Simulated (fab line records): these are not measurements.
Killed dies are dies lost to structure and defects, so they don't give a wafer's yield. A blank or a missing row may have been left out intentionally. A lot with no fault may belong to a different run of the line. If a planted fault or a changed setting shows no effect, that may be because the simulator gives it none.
fab line records	flow sky130	part 1 of 2: steps 1 to 27 of 37
record lots=5	wafers=15	last_day=49
route steps=708 shown METAL1@448 VIA1@458 METAL2@483
lots that met no fault: taken from a fault-free run of the same line
start_h: start of the lot's first displayed wafer, in hours after the record's first day	wait_h: hours from the lot's prior step to this one	" repeats the value in the row above	L1.1+2: a row that stands for several wafers	- no value, or no start was given	* or withheld: withheld	< > ~ a bound
route shown NAME@n: a module of which the file shows steps, and the number in the route of the first	usual: mean/standard deviation taken from wafers without a fault	same: alike in all rows	chamber/n: place in a boat	sites: per-site readings	_std_site: standard deviation of those values	_edge_site: inner sites' mean taken away from outer sites' mean	radius_mm: for every site, how far away it sits from the centre of the wafer	mask NAME#n: copy n	behind: tool/chamber where the wafer was last shaped	hold: why the lot went on hold/how many hours it stayed there/how the hold came to an end	device: which transistor (n, p or np) failed to switch	end of line: the route-end tests of the same wafers	a step with no rows: only its recipe	killed: dies that structure and defects cost at the first sort, which is not the same as the wafer's yield	map: a wafer's dies, x killed, . not, _ none there
set.NAME: setting as actually run; set.NAME@STEP: the setting as run at that earlier step	model.NAME: the simulator's own value behind a step, which no gauge read
certain route steps with their lots: each step a table, each wafer a row
services: when a tool's chamber went out of use (start_h, in hours from the record's first day, below 0 if earlier), for how many hours, and the reason
## steps
# step SKY_METAL1_DEVELOP_14
# recipe develop_time_s=60	resist=KrF-thick	dev_temp_c=21
lot.wafer	tool	chamber	start_h	wait_h
L074.1+4+5	litho_track-01	0	-	-
L076.2+3+6	litho_track-01	0	-	-
L081.1+2+6	litho_track-01	0	-	-
L082.2+4+5	litho_track-01	0	-	-
L090.1+5+6	litho_track-01	0	-	-
# step SKY_METAL1_CD_MEAS_15
# recipe target_cd_nm=140
# usual cd_nm=139.4/1.4
lot.wafer	tool	chamber	start_h	wait_h	cd_nm
L074.1	cd_sem-02	-	756.51	-	142.1
L074.4	"	-	"	"	142.5
L074.5	"	-	"	"	142.9
L076.2	cd_sem-01	-	775.98	-	142.9
L076.3	"	-	"	"	141.4
L076.6	"	-	"	"	141.0
L081.1	cd_sem-02	-	814.31	-	139.5
L081.2	"	-	"	"	140.0
L081.6	"	-	"	"	140.2
L082.2	cd_sem-02	-	831.83	-	140.0
L082.4	"	-	"	"	136.0
L082.5	"	-	"	"	137.7
L090.1	cd_sem-02	-	890.06	-	138.8
L090.5	"	-	"	"	138.9
L090.6	"	-	"	"	139.6
# step SKY_METAL1_OVL_MEAS_16
# usual METAL1_OVL=-2/6.2
lot.wafer	tool	chamber	start_h	wait_h	METAL1_OVL[nm]
L074.1	overlay-02	-	756.63	0.1	3
L074.4	"	-	"	"	-4
L074.5	"	-	"	"	2
L076.2	overlay-01	-	776.09	0.1	3
L076.3	"	-	"	"	-5
L076.6	"	-	"	"	-2
L081.1	overlay-02	-	814.43	0.1	-1
L081.2	"	-	"	"	-1
L081.6	"	-	"	"	-3
L082.2	overlay-01	-	831.94	0.1	-7
L082.4	"	-	"	"	-11
L082.5	"	-	"	"	-6
L090.1	overlay-02	-	890.18	0.1	-2
L090.5	"	-	"	"	3
L090.6	"	-	"	"	2
# step SKY_METAL1_DESCUM_17
# recipe chemistry=O2	source_power_w=150	bias_power_w=0	pressure_mtorr=10	temp_c=40	time_s=8
# usual drypump_motor_current_A=5.5/0.52	oes_product_au=1.003/0.0062
lot.wafer	tool	chamber	start_h	wait_h	drypump_motor_current_A	oes_product_au	rf_hours_counter_h
L074.1	rie_metal-01	0	756.66	0.0	4.9	1.005	11
L074.4	"	1	"	"	5.6	0.998	-
L074.5	"	0	"	"	4.9	0.997	-
L076.2	rie_metal-03	1	776.12	0.0	5.0	1.016	9
L076.3	"	1	"	"	5.0	1.006	-
L076.6	"	0	"	"	5.7	0.999	-
L081.1	rie_metal-03	0	814.47	0.0	5.7	0.993	4
L081.2	"	1	"	"	5.0	1.007	11
L081.6	"	0	"	"	5.7	1.001	-
L082.2	rie_metal-01	0	831.97	0.0	4.8	1.005	14
L082.4	"	0	"	"	4.9	1.005	-
L082.5	"	0	"	"	4.9	1.001	-
L090.1	rie_metal-03	0	890.22	0.0	5.7	1.010	7
L090.5	"	0	"	"	5.7	0.995	-
L090.6	"	1	"	"	5.1	1.004	-
# step SKY_METAL1_ETCH_18
# recipe chemistry=N2/H2	target=BARC	ion_energy_ev=200	bias_w=100	pressure_mtorr=30	n2_flow_sccm=100	h2_flow_sccm=200	icp_w=500	stop_on=SiO2	time_s=45.9	target_depth_a=600
# usual drypump_motor_current_A=5.5/0.52	oes_product_au=0.853/0.0047	throttle_valve_pct=13.224/0.0094
lot.wafer	tool	chamber	start_h	wait_h	drypump_motor_current_A	oes_product_au	rf_hours_counter_h	throttle_valve_pct
L074.1	rie_metal-01	0	756.70	0.0	4.9	0.854	12	13.228
L074.4	"	1	"	"	5.7	0.841	-	13.222
L074.5	"	0	"	"	4.9	0.848	-	13.216
L076.2	rie_metal-03	1	776.15	0.0	5.0	0.848	9	13.231
L076.3	"	1	"	"	5.1	0.862	-	13.236
L076.6	"	0	"	"	5.7	0.856	-	13.227
L081.1	rie_metal-03	0	814.50	0.0	5.7	0.849	4	13.222
L081.2	"	1	"	"	5.0	0.849	11	13.241
L081.6	"	0	"	"	5.7	0.853	-	13.220
L082.2	rie_metal-01	0	832.00	0.0	4.9	0.861	14	13.229
L082.4	"	0	"	"	4.9	0.846	-	13.222
L082.5	"	0	"	"	4.9	0.851	-	13.238
L090.1	rie_metal-03	0	890.25	0.0	5.7	0.849	7	13.228
L090.5	"	0	"	"	5.7	0.857	-	13.230
L090.6	"	1	"	"	5.0	0.856	-	13.230
# step SKY_METAL1_METAL_ETCH_19
# recipe target_depth_a=3600	stop_on=SiO2	over_etch_frac=0.3	time_s=78	chemistry=Cl2/BCl3	resist_sidewall_deg=88	pressure_mtorr=10	icp_w=900	bias_w=48.5	Cl2_flow_sccm=60	bcl3_flow_sccm=30
# usual drypump_motor_current_A=5.5/0.52	oes_product_au=0.853/0.0048	throttle_valve_pct=22.265/0.0085
lot.wafer	tool	chamber	start_h	wait_h	drypump_motor_current_A	oes_product_au	rf_hours_counter_h	throttle_valve_pct
L074.1	rie_metal-01	0	756.76	0.0	4.9	0.854	12	22.271
L074.4	"	1	"	"	5.7	0.864	-	22.268
L074.5	"	0	"	"	4.9	0.859	-	22.266
L076.2	rie_metal-03	1	776.21	0.0	5.0	0.846	10	22.257
L076.3	"	1	"	"	5.0	0.846	-	22.268
L076.6	"	0	"	"	5.7	0.850	-	22.278
L081.1	rie_metal-03	0	814.56	0.0	5.8	0.855	4	22.283
L081.2	"	1	"	"	5.0	0.854	11	22.269
L081.6	"	0	"	"	5.7	0.850	-	22.272
L082.2	rie_metal-01	0	832.06	0.0	4.8	0.853	14	22.264
L082.4	"	0	"	"	4.9	0.846	-	22.262
L082.5	"	0	"	"	4.9	0.852	-	22.274
L090.1	rie_metal-03	0	890.31	0.0	5.7	0.859	7	22.269
L090.5	"	0	"	"	5.7	0.855	-	22.271
L090.6	"	1	"	"	5.0	0.847	-	22.265
# step SKY_METAL1_STRIP_20
# recipe chemistry=O2/N2	power_w=1400	pressure_mtorr=1500	platen_temp_c=withheld	o2_flow_sccm=3000	n2_flow_sccm=300	overash_fraction=0.5
# usual drypump_motor_current_A=5.7/0.4	oes_product_au=0.342/0.0049	strip_time_to_endpoint_s=2.670/0.03
# same overash_fraction=0.5
lot.wafer	tool	chamber	start_h	wait_h	drypump_motor_current_A	oes_product_au	rf_hours_counter_h	strip_time_to_endpoint_s
L074.1	plasma_asher-02	1	756.85	0.1	6.1	0.346	62	2.681
L074.4	"	1	"	"	6.2	0.343	-	2.625
L074.5	"	1	"	"	6.1	0.344	-	2.693
L076.2	plasma_asher-03	0	776.30	0.1	5.7	0.338	3	2.690
L076.3	"	1	"	"	5.3	0.344	-	2.659
L076.6	"	0	"	"	5.7	0.353	-	2.711
L081.1	plasma_asher-03	1	814.65	0.1	5.2	0.345	7	2.681
L081.2	"	0	"	"	5.7	0.340	7	2.654
L081.6	"	0	"	"	5.7	0.334	-	2.700
L082.2	plasma_asher-04	1	832.15	0.1	6.3	0.344	102	2.703
L082.4	"	0	"	"	5.6	0.341	-	2.704
L082.5	"	0	"	"	5.5	0.347	-	2.682
L090.1	plasma_asher-02	0	890.40	0.1	5.3	0.335	77	2.675
L090.5	"	1	"	"	6.1	0.342	-	2.702
L090.6	"	0	"	"	5.3	0.335	-	2.669
# step SKY_METAL1_STRIP_21
# recipe chemistry=post_etch_residue_remover	time_s=1200	temp_c=72.5
lot.wafer	tool	chamber	start_h	wait_h
L074.1+4+5	wet_bench-02	3	756.95	0.1
L076.2+3+6	wet_bench-01	1	776.40	0.1
L081.1+2+6	wet_bench-03	2	814.75	0.1
L082.2+4+5	wet_bench-02	2	832.25	0.1
L090.1+5+6	wet_bench-01	2	890.50	0.1
# step SKY_METAL1_CLEAN_22
# recipe chemistry=IPA	time_s=180	temp_c=25
lot.wafer	tool	chamber	start_h	wait_h
L074.1+4+5	wet_bench-01	0	757.29	0.0
L076.2+3+6	wet_bench-02	1	776.74	0.0
L081.1+2+6	wet_bench-01	2	815.09	0.0
L082.2+4+5	wet_bench-03	1	832.59	0.0
L090.1+5+6	wet_bench-03	2	890.84	0.0
# step SKY_METAL1_CLEAN_23
# recipe chemistry=O3/DIW	dry=n2_spin
lot.wafer	tool	chamber	start_h	wait_h
L074.1+4+5	wet_bench-03	1	757.35	0.0
L076.2+3+6	wet_bench-01	1	776.80	0.0
L081.1+2+6	wet_bench-03	2	815.15	0.0
L082.2+4+5	wet_bench-02	0	832.65	0.0
L090.1+5+6	wet_bench-01	3	890.90	0.0
# step SKY_VIA1_HDPCVD_00
# recipe material=SiO2	target_thk_nm=1030	sigma_open_frac=0.3	time_s=171.7	temp_c=400	sih4_flow_sccm=60	pressure_mtorr=6
lot.wafer	tool	chamber	start_h	wait_h
L074.1+4+5	hdpcvd-02	1,2,1	757.44	0.0
L076.2+3+6	hdpcvd-02	2	776.89	0.0
L081.1+2+6	hdpcvd-02	0,1,2	815.24	0.0
L082.2+4+5	hdpcvd-02	2,1,0	832.74	0.0
L090.1+5+6	hdpcvd-02	1,1,2	891.03	0.0
# step SKY_VIA1_THK_MEAS_01
# recipe reads=SiO2_of_VIA1_HDPCVD_00
# usual VIA1_HDPCVD_THK=1034/10
lot.wafer	tool	chamber	start_h	wait_h	VIA1_HDPCVD_THK[nm]
L074.1	film_metro-02	-	757.55	0.1	1033
L074.4	"	-	"	"	1047
L074.5	"	-	"	"	1043
L076.2	film_metro-02	-	777.07	0.1	1025
L076.3	"	-	"	"	1029
L076.6	"	-	"	"	1021
L081.1	film_metro-02	-	815.35	0.1	1038
L081.2	"	-	"	"	1033
L081.6	"	-	"	"	1029
L082.2	film_metro-03	-	832.86	0.1	1037
L082.4	"	-	"	"	1055
L082.5	"	-	"	"	1041
L090.1	film_metro-02	-	891.14	0.1	1044
L090.5	"	-	"	"	1048
L090.6	"	-	"	"	1047
# step SKY_VIA1_CMP_02
# recipe material=SiO2	down_force_psi=4	platen_rpm=60	pad_velocity_m_s=0.94248
# usual head_pressure_psi=4.000/0.008	motor_current_A=12.1/1.4	platen_rpm=60.00/0.037	retaining_ring_pressure_frac=1.000/0.0051
lot.wafer	tool	chamber	start_h	wait_h	head_pressure_psi	motor_current_A	platen_rpm	retaining_ring_pressure_frac
L074.1	cmp-02	2	757.66	0.1	3.997	10.5	59.93	1.001
L074.4	"	3	"	"	4.009	14.9	59.98	1.003
L074.5	"	2	"	"	3.996	9.5	59.94	0.990
L076.2	cmp-02	3	777.17	0.1	4.001	13.8	60.07	0.995
L076.3	"	1	"	"	3.999	11.0	59.96	0.999
L076.6	"	2	"	"	4.003	10.4	59.99	1.004
L081.2	cmp-01	0	815.41	0.0	4.010	13.5	60.02	0.994
L081.1	"	1	"	"	4.006	13.5	60.00	0.996
L081.6	"	0	"	"	4.000	13.5	59.96	1.003
L082.2	cmp-01	3	833.01	0.1	3.999	10.8	60.05	0.995
L082.4	"	0	"	"	4.014	13.3	59.93	1.007
L082.5	"	2	"	"	3.993	12.4	60.05	0.998
L090.1	cmp-01	0	891.25	0.1	4.004	12.6	59.93	1.002
L090.6	"	3	"	"	4.001	10.9	60.03	1.008
L090.5	"	0	"	"	4.008	12.9	59.94	0.995
# step SKY_VIA1_BOW_MEAS_03
# recipe mode=bow
# usual VIA1_BOW=83/7.7
lot.wafer	tool	chamber	start_h	wait_h	VIA1_BOW[um]
L074.1	film_metro-03	-	757.91	0.2	85
L074.4	"	-	"	"	87
L074.5	"	-	"	"	78
L076.2	film_metro-02	-	777.44	0.2	81
L076.3	"	-	"	"	80
L076.6	"	-	"	"	76
L081.1	film_metro-03	-	815.71	0.2	95
L081.2	"	-	"	"	88
L081.6	"	-	"	"	86
L082.2	film_metro-02	-	833.23	0.2	76
L082.4	"	-	"	"	76
L082.5	"	-	"	"	71
L090.1	film_metro-03	-	891.50	0.2	97
L090.5	"	-	"	"	97
L090.6	"	-	"	"	98
# step SKY_VIA1_DEHYDRATE_04
# recipe temp_c=200	time_s=60
lot.wafer	tool	chamber	start_h	wait_h
L074.1+4+5	litho_track-02	0	770.89	13.0
L076.2+3+6	litho_track-02	0	789.42	12.0
L081.1+2+6	litho_track-04	0	827.74	12.0
L082.2+4+5	litho_track-03	0	846.25	13.0
L090.1+5+6	litho_track-02	0	903.60	12.1
# step SKY_VIA1_HMDS_05
# recipe prime_time_s=60	prime_temp_c=120
lot.wafer	tool	chamber	start_h	wait_h
L074.1+4+5	litho_track-02	0	771.04	0.1
L076.2+3+6	litho_track-02	0	789.57	0.1
L081.1+2+6	litho_track-04	0	827.89	0.1
L082.2+4+5	litho_track-03	0	846.40	0.1
L090.1+5+6	litho_track-02	0	903.75	0.1
# step SKY_VIA1_COAT_06
# recipe resist=BARC	temp_c=withheld	time_s=withheld	spin_rpm=3000	resist_thk_nm=60
# usual spin_speed_rpm=3000.2/1.8
lot.wafer	tool	chamber	start_h	wait_h	spin_speed_rpm
L074.1	litho_track-02	0	771.19	0.1	3000.6
L074.4	"	0	"	"	3000.2
L074.5	"	0	"	"	3000.8
L076.2	litho_track-02	0	789.72	0.1	3000.6
L076.3	"	0	"	"	3000.6
L076.6	"	0	"	"	2998.2
L081.1	litho_track-04	0	828.04	0.1	3000.8
L081.2	"	0	"	"	3001.9
L081.6	"	0	"	"	3003.7
L082.2	litho_track-03	0	846.55	0.1	3000.4
L082.4	"	0	"	"	2999.3
L082.5	"	0	"	"	3000.6
L090.1	litho_track-02	0	903.90	0.1	3000.6
L090.5	"	0	"	"	2998.6
L090.6	"	0	"	"	2999.7
# step SKY_VIA1_COAT_07
# recipe resist=KrF-thick	spin_rpm=3000	resist_thk_nm=450
# usual spin_speed_rpm=3000.0/1.7
lot.wafer	tool	chamber	start_h	wait_h	spin_speed_rpm
L074.1	litho_track-02	0	-	-	2999.7
L074.4	"	0	"	"	2999.7
L074.5	"	0	"	"	2999.1
L076.2	litho_track-02	0	-	-	3001.3
L076.3	"	0	"	"	2999.9
L076.6	"	0	"	"	2998.0
L081.1	litho_track-04	0	-	-	2999.7
L081.2	"	0	"	"	3002.1
L081.6	"	0	"	"	2999.0
L082.2	litho_track-03	0	-	-	2999.9
L082.4	"	0	"	"	3005.3
L082.5	"	0	"	"	3002.3
L090.1	litho_track-02	0	-	-	3000.1
L090.5	"	0	"	"	2999.1
L090.6	"	0	"	"	3001.8
# step SKY_VIA1_SOFTBAKE_08
# recipe temp_c=100	time_s=90	resist=KrF-thick
lot.wafer	tool	chamber	start_h	wait_h
L074.1+4+5	litho_track-02	0	-	-
L076.2+3+6	litho_track-02	0	-	-
L081.1+2+6	litho_track-04	0	-	-
L082.2+4+5	litho_track-03	0	-	-
L090.1+5+6	litho_track-02	0	-	-
# step SKY_VIA1_EXPOSE_09
# recipe mask_id=VIM	na=0.8	source_shape=annular	sigma_inner=0.55	sigma_outer=0.85	target_cd_nm=150	dose_mj=38
# usual reticle_temp_C=22.99/0.11
lot.wafer	tool	chamber	start_h	wait_h	mask	reticle_temp_C
L074.1	krf_scanner-01	0	-	-	VIM#0	22.93
L074.4	"	0	"	"	VIM#0	23.04
L074.5	"	0	"	"	VIM#0	23.09
L076.2	krf_scanner-01	0	-	-	VIM#0	22.97
L076.3	"	0	"	"	VIM#0	22.93
L076.6	"	0	"	"	VIM#0	23.04
L081.1	krf_scanner-01	0	-	-	VIM#0	22.86
L081.2	"	0	"	"	VIM#0	22.82
L081.6	"	0	"	"	VIM#0	22.75
L082.2	krf_scanner-01	0	-	-	VIM#0	22.95
L082.4	"	0	"	"	VIM#0	23.11
L082.5	"	0	"	"	VIM#0	23.04
L090.1	krf_scanner-01	0	-	-	VIM#0	22.83
L090.5	"	0	"	"	VIM#0	23.04
L090.6	"	0	"	"	VIM#0	22.85
# step SKY_VIA1_PEB_10
# recipe peb_temp_c=withheld	peb_time_s=withheld	resist=KrF-thick
lot.wafer	tool	chamber	start_h	wait_h
L074.1+4+5	litho_track-03	0	-	-
L076.2+3+6	litho_track-03	0	-	-
L081.1+2+6	litho_track-03	0	-	-
L082.2+4+5	litho_track-03	0	-	-
L090.1+5+6	litho_track-02	0	-	-
# step SKY_VIA1_DEVELOP_11
# recipe develop_time_s=60	resist=KrF-thick	dev_temp_c=22.07
lot.wafer	tool	chamber	start_h	wait_h
L074.1+4+5	litho_track-03	0	-	-
L076.2+3+6	litho_track-03	0	-	-
L081.1+2+6	litho_track-03	0	-	-
L082.2+4+5	litho_track-03	0	-	-
L090.1+5+6	litho_track-02	0	-	-
# step SKY_VIA1_CD_MEAS_12
# recipe target_cd_nm=150
# usual cd_nm=149.3/1.5
lot.wafer	tool	chamber	start_h	wait_h	cd_nm
L074.1	cd_sem-01	-	784.68	-	147.7
L074.4	"	-	"	"	145.8
L074.5	"	-	"	"	147.0
L076.2	cd_sem-02	-	804.05	-	150.7
L076.3	"	-	"	"	149.8
L076.6	"	-	"	"	149.4
L081.1	cd_sem-02	-	841.18	-	146.8
L081.2	"	-	"	"	147.2
L081.6	"	-	"	"	147.8
L082.2	cd_sem-01	-	859.60	-	149.6
L082.4	"	-	"	"	149.6
L082.5	"	-	"	"	148.7
L090.1	cd_sem-02	-	916.90	-	149.6
L090.5	"	-	"	"	151.0
L090.6	"	-	"	"	150.0
# step SKY_VIA1_OVL_MEAS_13
# usual VIA1_OVL=-3/5.1
lot.wafer	tool	chamber	start_h	wait_h	VIA1_OVL[nm]
L074.1	overlay-02	-	784.80	0.1	1
L074.4	"	-	"	"	3
L074.5	"	-	"	"	-2
L076.2	overlay-01	-	804.15	0.1	1
L076.3	"	-	"	"	-3
L076.6	"	-	"	"	2
L081.1	overlay-02	-	841.30	0.1	-5
L081.2	"	-	"	"	-3
L081.6	"	-	"	"	-3
L082.2	overlay-02	-	859.70	0.1	-3
L082.4	"	-	"	"	-5
L082.5	"	-	"	"	-2
L090.1	overlay-01	-	917.02	0.1	1
L090.5	"	-	"	"	-2
L090.6	"	-	"	"	0
# step SKY_VIA1_ETCH_14
# recipe chemistry=N2/H2	target=BARC	ion_energy_ev=200	source_w=500	bias_w=100	pressure_mtorr=30	n2_flow_sccm=100	h2_flow_sccm=200	stop_on=SiO2	time_s=45.9	target_depth_a=600
# usual drypump_motor_current_A=5.7/0.58	oes_product_au=0.854/0.0047	throttle_valve_pct=13.224/0.0094
lot.wafer	tool	chamber	start_h	wait_h	drypump_motor_current_A	oes_product_au	rf_hours_counter_h	throttle_valve_pct
L074.1	rie_diel-03	2	784.83	0.0	5.7	0.851	12	13.218
L074.4	"	1	"	"	6.0	0.856	12	13.210
L074.5	"	2	"	"	5.7	0.864	-	13.212
L076.2	rie_diel-01	1	804.18	0.0	4.9	0.862	5	13.222
L076.3	"	2	"	"	5.1	0.843	8	13.229
L076.6	"	1	"	"	4.9	0.852	-	13.218
L081.1	rie_diel-01	1	841.33	0.0	4.9	0.863	6	13.228
L081.2	"	3	"	"	4.8	0.848	3	13.235
L081.6	"	0	"	"	5.8	0.852	-	13.209
L082.2	rie_diel-01	0	859.73	0.0	5.8	0.850	5	13.233
L082.4	"	2	"	"	5.1	0.859	9	13.225
L082.5	"	1	"	"	4.9	0.850	-	13.236
L090.1	rie_diel-03	2	917.05	0.0	5.7	0.856	16	13.231
L090.5	"	0	"	"	6.2	0.852	-	13.234
L090.6	"	1	"	"	6.0	0.858	-	13.221
# step SKY_VIA1_ETCH_15
# recipe target=SiO2	chemistry=C4F8/O2/Ar	target_depth_nm=351	stop_on=TiN	mask_material=KrF-thick	source_w=1500	bias_w=1200	pressure_mtorr=40	c4f8_flow_sccm=withheld	O2_flow_sccm=6	Ar_flow_sccm=300	time_s=54
# usual oes_product_au=0.980/0.0059
lot.wafer	tool	chamber	start_h	wait_h	oes_product_au	rf_hours_counter_h
L074.1	rie_diel-03	2	784.88	0.0	0.986	12
L074.4	"	1	"	"	0.973	12
L074.5	"	2	"	"	0.981	-
L076.2	rie_diel-01	1	804.23	0.0	0.982	5
L076.3	"	2	"	"	0.976	8
L076.6	"	1	"	"	0.969	-
L081.1	rie_diel-01	1	841.38	0.0	0.983	6
L081.2	"	3	"	"	0.973	3
L081.6	"	0	"	"	0.975	-
L082.2	rie_diel-01	0	859.78	0.0	0.972	5
L082.4	"	2	"	"	0.980	9
L082.5	"	1	"	"	0.983	-
L090.1	rie_diel-03	2	917.09	0.0	0.985	16
L090.5	"	0	"	"	0.983	-
L090.6	"	1	"	"	0.971	-
# step SKY_VIA1_STRIP_16
# recipe chemistry=O2/N2	power_w=1400	pressure_mtorr=1500	platen_temp_c=withheld	o2_flow_sccm=3000	n2_flow_sccm=300	overash_fraction=0.5
# usual drypump_motor_current_A=5.6/0.37	oes_product_au=0.416/0.0047	strip_time_to_endpoint_s=4.460/0.018
# same overash_fraction=0.5
lot.wafer	tool	chamber	start_h	wait_h	drypump_motor_current_A	oes_product_au	rf_hours_counter_h	strip_time_to_endpoint_s
L074.1	plasma_asher-01	0	784.92	0.0	5.4	0.411	34	4.454
L074.4	"	1	"	"	5.5	0.417	-	4.467
L074.5	"	1	"	"	5.5	0.409	-	4.437
L076.2	plasma_asher-02	0	804.27	0.0	5.2	0.418	67	4.463
L076.3	"	1	"	"	6.1	0.420	-	4.485
L076.6	"	1	"	"	6.1	0.419	-	4.490
L081.1	plasma_asher-04	1	841.42	0.0	6.3	0.416	103	4.459
L081.2	"	0	"	"	5.6	0.414	103	4.457
L081.6	"	0	"	"	5.6	0.415	-	4.484
L082.2	plasma_asher-02	0	859.82	0.0	5.2	0.416	73	4.438
L082.4	"	1	"	"	6.2	0.414	-	4.440
L082.5	"	1	"	"	6.2	0.411	-	4.440
L090.1	plasma_asher-02	1	917.14	0.0	6.1	0.416	79	4.453
L090.5	"	1	"	"	6.2	0.414	-	4.444
L090.6	"	0	"	"	5.2	0.418	-	4.470
